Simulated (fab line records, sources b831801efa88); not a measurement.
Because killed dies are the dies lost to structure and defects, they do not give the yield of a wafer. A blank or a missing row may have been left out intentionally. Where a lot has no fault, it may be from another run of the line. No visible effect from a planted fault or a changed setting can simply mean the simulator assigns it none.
Shared-tool check ; flow gf180mcu ; 36 wafers sampled across 12 lots

## REASON FOR OPENING
At GF_STI_CD_MEAS_12 the reading cd_nm is flagged on 2 of 12 lots. Wafers without a fault read 219.4 nm, standard deviation 1.6.
Rule: a lot is flagged in two cases, either no wafer of it has a number, or all its wafers with numbers fall more than 4 standard deviations from that mean. The rest of the lots are taken to be sound.

lot;measured;on;cd_nm (nm), wafer by wafer;flag
L300;day 2 02:47;cd_sem-01;217.3 217.2 218.4;
L302;day 2 10:56;cd_sem-01;221.7 221.2 222.0;
L303;day 2 16:40;cd_sem-02;215.2 215.2 215.7;
L305;day 3 03:17;cd_sem-01;216.7 217.9 216.8;
L307;day 3 13:28;cd_sem-01;219.9 218.2 218.1;
L309;day 3 23:46;cd_sem-02;221.0 220.7 219.0;
L315;day 5 06:43;cd_sem-01;362.6 363.6 363.8;FLAGGED
L316;day 5 11:56;cd_sem-01;365.2 366.0 363.4;FLAGGED
L317;day 5 16:16;cd_sem-01;218.8 219.9 219.7;
L318;day 5 21:52;cd_sem-01;220.8 219.5 219.9;
L319;day 6 04:36;cd_sem-01;219.9 220.0 219.7;
L321;day 6 14:19;cd_sem-02;219.2 219.9 219.1;
Average over the flagged lots: 364.1 nm; offset from the usual +144.7 nm, equal to +90 standard deviations.

## WHICH TOOL EACH LOT WENT THROUGH
The record holds 1 process step before the reading, out of a route of 602 steps. In each cell: the tool, then ch and the chambers that the sampled wafers went through, then the start.
lot;flag;GF_STI_PEB_10
L300;;litho_track-04 ch 0, day 2 02:26
L302;;litho_track-04 ch 0, day 2 10:35
L303;;litho_track-01 ch 0, day 2 16:19
L305;;litho_track-03 ch 0, day 3 02:56
L307;;litho_track-01 ch 0, day 3 13:08
L309;;litho_track-01 ch 0, day 3 23:26
L315;FLAGGED;litho_track-04 ch 0, day 5 06:24
L316;FLAGGED;litho_track-04 ch 0, day 5 11:35
L317;;litho_track-01 ch 0, day 5 15:55
L318;;litho_track-01 ch 0, day 5 21:31
L319;;litho_track-03 ch 0, day 6 04:16
L321;;litho_track-03 ch 0, day 6 13:59
These steps, and what they do:
- GF_STI_PEB_10: peb time 93.39 s.
- GF_STI_CD_MEAS_12: target cd 220 nm.

## FLAGGED OVER TOTAL, TOOL BY TOOL (the gauges that took the reading come last)
step;tool;lots run;flagged;share of the flagged lots;sound lots run after its first flagged lot
GF_STI_PEB_10;litho_track-01;5;0;none;-
GF_STI_PEB_10;litho_track-03;3;0;none;-
GF_STI_PEB_10;litho_track-04;4;2;all;0
GF_STI_CD_MEAS_12;cd_sem-01;9;2;all;3 (L317,L318,L319)
GF_STI_CD_MEAS_12;cd_sem-02;3;0;none;-

## WHAT IS ALLOWED BY THE TABLE
2 rows of the table ran every flagged lot: litho_track-04 at GF_STI_PEB_10, cd_sem-01 at GF_STI_CD_MEAS_12.
- litho_track-04 at GF_STI_PEB_10 ran 4 lots, 2 of them flagged. It ran its last sound lot, L302, at day 2 10:35 and its first flagged lot, L315, at day 5 06:24: a fault with its onset between the two fits. Its own readings (heater_power_total_W, plate_sensor_t_centre_C, plate_sensor_t_edge_C) fall more than 4 standard deviations out on all wafers of the flagged lots.
- cd_sem-01 at GF_STI_CD_MEAS_12 ran 9 lots, 2 of them flagged. Sound lots followed the first flagged one (L317, L318, L319) on it, something a lasting fault affecting the whole tool could not allow.
What remains is a single tool, litho_track-04 at GF_STI_PEB_10.

## WHAT HAD BEEN PUT IN BY THE SIMULATOR
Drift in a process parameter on litho_track-04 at GF_STI_PEB_10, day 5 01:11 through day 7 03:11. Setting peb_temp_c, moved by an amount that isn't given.
Struck lots among those shown: L315, L316. This agrees with what the rule above found.
